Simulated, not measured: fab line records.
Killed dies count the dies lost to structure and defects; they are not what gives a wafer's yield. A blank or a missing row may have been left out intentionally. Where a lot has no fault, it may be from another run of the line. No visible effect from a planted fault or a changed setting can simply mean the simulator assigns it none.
Matching of chambers | flow gf180mcu | pecvd-04 running GF_PASSIVATION_CVD_00: 3 sister chambers
The step deposits SiO2 from TEOS, target thk 1000 nm, time 111.95 s. 6 wafers are shown with their chamber, then 7 later ones without.

== WAFERS WITH THEIR CHAMBER ==
wafer  | chamber | heater-power-w (W)
L086.5 | 1       | 498
L086.6 | 2       | 728
L090.2 | 2       | 708
L090.6 | 0       | 505
L092.1 | 1       | 541
L092.2 | 0       | 609

== WAFERS WITHOUT THEIR CHAMBER ==
wafer  | heater-power-w (W)
L092.3 | 713
L092.4 | 590
L092.5 | 593
L092.6 | 640
L096.2 | 565
L096.4 | 598
L096.6 | 678

== THE CHAMBER EACH PASSED THROUGH ==
wafer  | from the rows above          | in truth
L092.3 | 2                            | 2
L092.4 | can't be placed: 0 or 1      | 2
L092.5 | can't be placed: 0 or 1 or 2 | 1
L092.6 | can't be placed: 2 or 0 or 1 | 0
L096.2 | can't be placed: 0 or 1      | 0
L096.4 | can't be placed: 0 or 1 or 2 | 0
L096.6 | can't be placed: 2 or 0      | 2
Correct placement for 1 of the 7. Not placeable from these rows: 6 (in 5, the candidates include the true chamber). Number placed wrongly: 0.
How it was worked out, from the rows above alone: a wafer's distance from a chamber is the root of the sum, over the readings, of the square of ((its reading less the chamber's mean) divided by the reading's scatter). The wafer belongs to the nearest chamber; if the next one is less than 2 further off, it can't be placed. For every chamber, the mean is computed from those of its wafers that are shown. The scatter: the root of (the sum of the squares of (reading less its chamber's mean) over the shown wafers, divided by (wafers less chambers)).
